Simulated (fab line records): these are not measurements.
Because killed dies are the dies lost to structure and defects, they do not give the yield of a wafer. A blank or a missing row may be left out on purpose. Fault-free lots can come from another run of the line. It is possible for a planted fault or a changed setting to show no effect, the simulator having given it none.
Chamber matching + flow gf180mcu + GF_CONTACT_CVD_02 on pecvd-01: 3 sister chambers
The step deposits SiO2 from TEOS, target thk 860 nm, time 95.992 s. 6 wafers are shown with their chamber, then 7 later ones without.

## WAFERS WITH THEIR CHAMBER
| wafer  | chamber | heaterPowerW (W) | heaterPowerOuterW (W) |
|--------|---------|------------------|-----------------------|
| L894.2 | 1       | 635              | 379                   |
| L896.2 | 0       | 740              | 431                   |
| L896.4 | 1       | 602              | 366                   |
| L896.5 | 0       | 777              | 458                   |
| L897.1 | 2       | 616              | 394                   |
| L897.4 | 2       | 670              | 443                   |

## WAFERS WITHOUT THEIR CHAMBER
| wafer  | heaterPowerW (W) | heaterPowerOuterW (W) |
|--------|------------------|-----------------------|
| L897.6 | 692              | 417                   |
| L898.2 | 608              | 365                   |
| L898.3 | 748              | 496                   |
| L898.6 | 801              | 482                   |
| L902.1 | 706              | 423                   |
| L902.3 | 734              | 479                   |
| L902.4 | 643              | 358                   |

## CHAMBER TAKEN BY EACH
| wafer  | from the rows above          | in truth                   |
|--------|------------------------------|----------------------------|
| L897.6 | can't be placed: 2 or 0 or 1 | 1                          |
| L898.2 | 1                            | 1                          |
| L898.3 | 0                            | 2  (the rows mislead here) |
| L898.6 | 0                            | 0                          |
| L902.1 | can't be placed: 0 or 2 or 1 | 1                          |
| L902.3 | 0                            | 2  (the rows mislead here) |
| L902.4 | can't be placed: 1 or 2      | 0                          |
Placed correctly: 2 of 7. Not placeable from these rows: 3 (in 2, the candidates include the true chamber). Wrongly placed: 2.
How it was worked out, from the rows above alone: a wafer's distance from a chamber is the root of the sum, over the readings, of the square of ((its reading less the chamber's mean) divided by the reading's scatter). The wafer belongs to the nearest chamber; if the next one is less than 2 further off, it can't be placed. A chamber's mean is the mean of its shown wafers. The scatter is the square root of a quotient: the sum, over the shown wafers, of each reading's squared deviation from its chamber's mean, divided by wafers minus chambers.
